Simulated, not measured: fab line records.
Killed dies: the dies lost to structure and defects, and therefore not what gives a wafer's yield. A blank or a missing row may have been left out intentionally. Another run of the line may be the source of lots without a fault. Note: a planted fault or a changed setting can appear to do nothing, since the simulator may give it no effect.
A struck lot beside a sound one | flow gf180mcu | 15 out of 602 route steps
Sound: wafers L986.4, L986.5, L986.6. Struck: wafers L996.1, L996.3, L996.4. The cause is given at the end.
At each step with rows: each side's tool, then ch and its chambers, then its first start. Under that, the readings that differ: sound wafers | struck wafers | difference of the means | sigmas: that difference in standard deviations of wafers without a fault.
alike: readings with means less than 2 such deviations apart, plus words and numbers identical on both sides. not compared: withheld readings, readings lacking a value on some wafer, bounds such as >300 that could conceal the same value, and numbers that have no deviation in the record and whose values overlap.
A row with sigmas, a row that says differs or no value, or rows on one side alone: a step with any of these is where the two part. When numbers do not overlap yet have no deviation, they are printed without sigmas and do not part them. A reading that every wafer of one side lacks parts them only if that side has two wafers or more.

GF_V3_THK_MEAS_25: measures by xrf.
  sound on film_metro-03, day 24 19:34; struck on film_metro-01, day 27 16:57
  alike: V3_W_THK
GF_V3_CMP_26: polishes, stops on SiO2, t overpolish 15 s, target thk 0 nm.
  sound on cmp-01 ch 0,1,3, day 24 19:45; struck on cmp-02 ch 0,1,3, day 27 17:01
  alike: head_pressure_psi, motor_current_A, overpolish_run_s, time_to_endpoint_s
GF_M4_SPUTTER_00: material Ti, target thk 37.5 nm, time 150 s.
  sound on pvd_sputter-02, day 24 19:54; struck on pvd_sputter-03, day 27 17:19
  alike: throttle_valve_pct
GF_M4_SPUTTER_01: material TiN, target thk 30 nm, time 25 s.
  sound on pvd_sputter-02, day 24 20:00; struck on pvd_sputter-03, day 27 17:25
  alike: throttle_valve_pct
GF_M4_SPUTTER_02: material AlCu, target thk 450 nm, time 23.9 s.
  sound on pvd_sputter-02, day 24 20:02; struck on pvd_sputter-03, day 27 17:26
  alike: throttle_valve_pct
GF_M4_SPUTTER_03: material Ti, target thk 10 nm, time 6.7 s.
  sound on pvd_sputter-02, day 24 20:04; struck on pvd_sputter-03, day 27 17:28
  alike: throttle_valve_pct
then, 1 step without rows for these wafers: GF_M4_SPUTTER_04 (material TiN, target thk 50 nm, time 41.7 s).
GF_M4_RS_MEAS_05: the measuring method here is four-point-probe.
  sound on film_metro-01, day 24 20:11; struck on film_metro-02, day 27 17:32
  alike: M4_ALCU_RS
GF_M4_THK_MEAS_06: measures by xrf.
  sound on film_metro-01, day 24 20:16; struck on film_metro-02, day 27 17:39
  alike: M4_ALCU_THK
then, 3 steps without rows for these wafers: GF_M4_DEHYDRATE_07 (time 60 s); GF_M4_HMDS_08 (prime time 60 s); GF_M4_COAT_09 (resist thk 1000 nm).
GF_M4_SOFTBAKE_10: time 60 s.
  sound on litho_track-02 ch 0, day 25 06:38; struck on litho_track-03 ch 0, day 28 03:50
  reading                  | sound             | struck            | difference | sigmas
  heater_power_total_W (W) | 93.07 93.04 93.04 | 99.21 99.05 99.04 | +6.05      | +99 or more
  run_length_s (s)         | 89.43 89.43 89.52 | 78.57 78.43 78.39 | -11.00     | -85
then, 1 step without rows for these wafers: GF_M4_EXPOSE_11 (exposes mask Metal4, target cd 280 nm).
GF_PASSIVATION_PROBE_99:
  sound wafers here have rows in the record (prober-01, day 31 00:58); struck ones have none

## WHERE THEY PART
Last at GF_PASSIVATION_PROBE_99 as far as this record goes, first at GF_M4_SOFTBAKE_10.

WHY: what had been put in by the simulator
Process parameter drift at GF_M4_SOFTBAKE_10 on litho_track-03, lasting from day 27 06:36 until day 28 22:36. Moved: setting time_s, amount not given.
